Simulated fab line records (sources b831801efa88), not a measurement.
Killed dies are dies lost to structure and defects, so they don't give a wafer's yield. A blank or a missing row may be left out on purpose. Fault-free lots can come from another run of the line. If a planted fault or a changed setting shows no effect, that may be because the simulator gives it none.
Which tool is to blame?    flow gf180mcu    Sampling: 11 lots, 33 wafers, 7 of 602 route steps

## WHAT THE GAUGES READ, wafer by wafer
GF_PSD_TW_MEAS_11.
lot   measured      on            PSD_TW
L302  day 14 10:37  filmMetro-02  3151 3153 3162
L303  day 14 23:37  filmMetro-04  3184 3197 3192
L305  day 15 22:47  filmMetro-03  3217 3191 3206
L312  day 17 19:20  filmMetro-04  2972 2995 2977
L313  day 18 05:24  filmMetro-03  3231 3242 3223
L314  day 18 17:17  filmMetro-03  3074 3050 3055
L315  day 18 19:32  filmMetro-02  2970 2976 2954
L318  day 20 02:43  filmMetro-03  3224 3225 3220
L321  day 20 23:55  filmMetro-04  3165 3161 3168
L323  day 21 08:52  filmMetro-04  3161 3185 3189
L325  day 21 17:50  filmMetro-03  3255 3244 3259

GF_PSD_RS_MEAS_15: uses a four-point probe to measure.
lot   measured      on            PSD_RS (ohm/sq)
L302  day 14 10:56  filmMetro-04  108.5 108.5 108.5
L303  day 14 23:55  filmMetro-03  108.7 109.0 109.1
L305  day 15 23:07  filmMetro-02  108.3 108.4 108.5
L312  day 17 19:42  filmMetro-04  123.5 123.3 123.5
L313  day 18 05:43  filmMetro-03  109.5 109.1 109.3
L314  day 18 17:36  filmMetro-03  123.8 124.2 123.9
L315  day 18 19:53  filmMetro-03  122.9 123.4 123.2
L318  day 20 03:09  filmMetro-02  108.4 108.3 108.5
L321  day 21 00:18  filmMetro-04  108.3 108.5 108.4
L323  day 21 09:11  filmMetro-04  108.3 108.3 108.4
L325  day 21 18:11  filmMetro-04  108.3 108.4 108.7

GF_CONTACT_OVL_MEAS_15.
lot   measured      on          CONTACT_OVL (nm)
L302  day 16 08:01  overlay-01  5 -1 -1
L303  day 16 22:06  overlay-02  6 4 4
L305  day 17 22:12  overlay-02  4 2 1
L312  day 19 21:39  overlay-02  0 9 6
L313  day 20 08:18  overlay-02  -4 8 7
L314  day 20 19:03  overlay-02  -2 -2 -4
L315  day 20 21:52  overlay-02  -3 -12 4
L318  day 22 04:13  overlay-01  5 -1 -6
L321  day 23 01:53  overlay-01  -2 -4 -7
L323  day 23 09:28  overlay-01  -10 -9 2
L325  day 23 16:28  overlay-01  0 3 -1

## WHAT TOOL EACH LOT RAN ON (gives the tool, then ch and the chambers of the sampled wafers, and finally the start)
lot   GF_PSD_IMPLANT_09                GF_PSD_STRIP_10                      GF_SALICIDE_SPUTTER_03       GF_SALICIDE_RTA_08
L302  implanter-02 ch 0, day 14 10:23  plasmaAsher-04 ch 0,1, day 14 10:31  pvdSputter-03, day 15 08:45  rtpAnneal-02 ch 0, day 15 09:11
L303  implanter-01 ch 0, day 14 23:22  plasmaAsher-02 ch 0,1, day 14 23:31  pvdSputter-03, day 15 22:37  rtpAnneal-02 ch 0, day 15 23:01
L305  implanter-03 ch 0, day 15 22:32  plasmaAsher-04 ch 0,1, day 15 22:41  pvdSputter-04, day 16 22:09  rtpAnneal-01 ch 0, day 16 22:34
L312  implanter-02 ch 0, day 17 19:05  plasmaAsher-03 ch 0,1, day 17 19:14  pvdSputter-04, day 18 20:03  rtpAnneal-02 ch 0, day 18 20:27
L313  implanter-01 ch 0, day 18 05:10  plasmaAsher-02 ch 0, day 18 05:17    pvdSputter-03, day 19 06:20  rtpAnneal-01 ch 0, day 19 06:46
L314  implanter-02 ch 0, day 18 17:02  plasmaAsher-04 ch 0,1, day 18 17:11  pvdSputter-04, day 19 18:15  rtpAnneal-01 ch 0, day 19 18:40
L315  implanter-02 ch 0, day 18 19:20  plasmaAsher-02 ch 0,1, day 18 19:26  pvdSputter-04, day 19 20:29  rtpAnneal-01 ch 0, day 19 20:55
L318  implanter-01 ch 0, day 20 02:31  plasmaAsher-04 ch 0,1, day 20 02:37  pvdSputter-04, day 21 02:58  rtpAnneal-02 ch 0, day 21 03:25
L321  implanter-03 ch 0, day 20 23:43  plasmaAsher-04 ch 0,1, day 20 23:49  pvdSputter-03, day 22 00:52  rtpAnneal-02 ch 0, day 22 01:19
L323  implanter-03 ch 0, day 21 08:38  plasmaAsher-04 ch 0,1, day 21 08:46  pvdSputter-04, day 22 09:31  rtpAnneal-02 ch 0, day 22 09:59
L325  implanter-02 ch 0, day 21 17:38  plasmaAsher-03 ch 0,1, day 21 17:44  pvdSputter-04, day 22 16:17  rtpAnneal-01 ch 0, day 22 16:44
- GF_PSD_IMPLANT_09
- GF_PSD_STRIP_10: strips in O2/N2.
- GF_SALICIDE_SPUTTER_03: material TiN, target thk 20 nm, time 16.7 s.
- GF_SALICIDE_RTA_08: time 30 s.

## AS READ BY THE TOOLS THEMSELVES (means over the sampled wafers that have a number; for cases with no such wafer, the mark the record gives instead)
GF_PSD_IMPLANT_09.
lot   tool          doseIonsCm2  endStationPressureTorr (Torr)  faradayCurrentUA  tiltDeg (degrees)
L302  implanter-02  1.5022e+15   1.17e-05                       8355              6.972
L303  implanter-01  1.4990e+15   1.16e-05                       8122              6.973
L305  implanter-03  1.5038e+15   1.16e-05                       8040              7.009
L312  implanter-02  1.1458e+15   1.03e-05                       6411              7.001
L313  implanter-01  1.4984e+15   1.15e-05                       8151              7.006
L314  implanter-02  1.1451e+15   1.01e-05                       6419              6.988
L315  implanter-02  1.1464e+15   1.01e-05                       6383              6.984
L318  implanter-01  1.4994e+15   1.14e-05                       8283              6.986
L321  implanter-03  1.5001e+15   1.20e-05                       8251              6.985
L323  implanter-03  1.4975e+15   1.19e-05                       8192              7.010
L325  implanter-02  1.5003e+15   1.15e-05                       8279              6.999

GF_PSD_STRIP_10.
lot   tool            drypumpMotorCurrentA (A)  heaterPowerW (W)  o2FlowSccm (sccm)  oesProductAu (a.u.)  stripTimeToEndpointS (s)
L302  plasmaAsher-04  5.6                       343               3001               0.593                16.54
L303  plasmaAsher-02  5.2                       339               3013               0.590                16.54
L305  plasmaAsher-04  5.5                       324               2988               0.596                16.55
L312  plasmaAsher-03  6.2                       390               3006               0.616                15.72
L313  plasmaAsher-02  5.2                       328               3014               0.599                16.49
L314  plasmaAsher-04  5.6                       348               3005               0.611                15.67
L315  plasmaAsher-02  5.3                       329               3000               0.606                15.73
L318  plasmaAsher-04  5.6                       349               2998               0.593                16.57
L321  plasmaAsher-04  5.6                       350               3001               0.593                16.55
L323  plasmaAsher-04  5.6                       350               3004               0.598                16.58
L325  plasmaAsher-03  5.9                       399               3002               0.600                16.56

GF_SALICIDE_SPUTTER_03.
lot   tool           throttleValvePct (%)
L302  pvdSputter-03  29.7
L303  pvdSputter-03  29.5
L305  pvdSputter-04  29.2
L312  pvdSputter-04  28.8
L313  pvdSputter-03  29.5
L314  pvdSputter-04  29.2
L315  pvdSputter-04  29.3
L318  pvdSputter-04  29.4
L321  pvdSputter-03  29.0
L323  pvdSputter-04  29.0
L325  pvdSputter-04  28.6

GF_SALICIDE_RTA_08.
lot   tool          annealTempCMax  lampPowerPct (%)  wafer_temp_C_max
L302  rtpAnneal-02  802.4           17.62             803.3
L303  rtpAnneal-02  802.0           17.60             803.3
L305  rtpAnneal-01  804.7           17.06             803.6
L312  rtpAnneal-02  802.5           17.61             803.8
L313  rtpAnneal-01  805.7           17.06             804.4
L314  rtpAnneal-01  806.7           17.05             803.8
L315  rtpAnneal-01  806.6           17.05             804.6
L318  rtpAnneal-02  802.7           17.61             803.7
L321  rtpAnneal-02  802.1           17.60             803.8
L323  rtpAnneal-02  803.1           17.59             803.5
L325  rtpAnneal-01  806.4           17.06             804.3

## THE ANSWER, worked out from the rows above alone
Rule: the usual values come from the lots themselves. The widest of any qualifying gaps counts: lots, ordered by their means at a reading, are off when they make up no more than a third of the lots, leave a main group of 4 or more, and stand apart from it by 3 or more times the standard deviation of that group's means. Not used: any main group whose means are identical at the precision the tables above print for the reading. A lot without any number at a reading at which 4 lots or more have one is off too. The other lots that the step has rows for count as sound. Order of review: gauges by route order, followed by the tools' own readings, for which a lot's mean as printed above is used. At the first step where some lot is off, the reading lying furthest off is the one used; lots without a number count as furthest.
Off: L312, L314, L315, at GF_PSD_RS_MEAS_15 (PSD_RS). The main group: mean 108.6 ohm/sq, standard deviation 0.32.
A tool fits if, at a process step before that reading, it ran every lot that is off, and no sound lot after the first of them. The gauges at GF_PSD_RS_MEAS_15 aren't tried: what is off there is off at GF_PSD_IMPLANT_09 too, on other tools, and a gauge's error can't cause that. Not one of the candidates tried fits.

## WHAT THE SIMULATOR HAD PUT IN
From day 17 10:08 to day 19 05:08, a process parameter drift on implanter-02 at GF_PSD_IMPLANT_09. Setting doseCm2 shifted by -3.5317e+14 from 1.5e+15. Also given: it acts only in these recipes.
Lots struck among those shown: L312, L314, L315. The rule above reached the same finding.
